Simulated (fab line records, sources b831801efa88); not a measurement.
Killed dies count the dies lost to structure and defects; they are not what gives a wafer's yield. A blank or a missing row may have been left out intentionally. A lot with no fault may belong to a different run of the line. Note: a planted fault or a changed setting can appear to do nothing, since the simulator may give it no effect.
Matching of chambers	flow sky130	SKY_VIA2_CMP_02 on cmp-01: 4 sister chambers
The step polishes SiO2. 15 wafers are shown with their chamber, then 7 later ones without.

## EACH WAFER AND ITS CHAMBER
wafer	chamber	motor_current_A (A)
L323.1	1	12.1
L323.4	2	11.4
L323.6	1	11.6
L326.1	3	11.2
L326.3	0	15.1
L326.6	0	14.6
L332.1	1	12.0
L332.4	3	11.6
L332.6	0	14.5
L335.3	2	10.6
L335.6	1	11.3
L334.1	0	14.5
L334.2	2	11.4
L336.3	1	12.5
L336.4	2	10.8

SIGNATURES (averages over the wafers above)
reading	chamber 0	chamber 1	chamber 2	chamber 3	scatter within a chamber
motor_current_A	14.675	11.900	11.050	11.400	0.393
Rule: for each reading, subtract the chamber's mean from the wafer's reading, divide by that reading's scatter and square the result; add these up over the readings and take the root, which gives the wafer's distance from the chamber. The wafer belongs to the nearest chamber; if the next one is less than 2 further off, it can't be placed. The scatter: take each reading less its chamber's mean, square it, sum over the shown wafers, divide by the number of wafers less the number of chambers, and take the root.

## WAFERS WITH NO CHAMBER GIVEN
wafer	motor_current_A (A)
L336.5	12.1
L343.1	11.9
L343.4	11.0
L343.5	11.0
L345.1	15.6
L345.3	11.4
L345.4	11.5

## WHICH CHAMBER EACH WENT THROUGH
wafer	from the rows above	in truth
L336.5	can't be placed: 1 or 3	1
L343.1	can't be placed: 1 or 3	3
L343.4	can't be placed: 2 or 3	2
L343.5	can't be placed: 2 or 3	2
L345.1	0	0
L345.3	can't be placed: 3 or 2 or 1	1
L345.4	can't be placed: 3 or 1 or 2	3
Correct placement for 1 of the 7. These rows do not allow placing 6 (true chamber among the candidates in 6). Placed wrongly: 0.
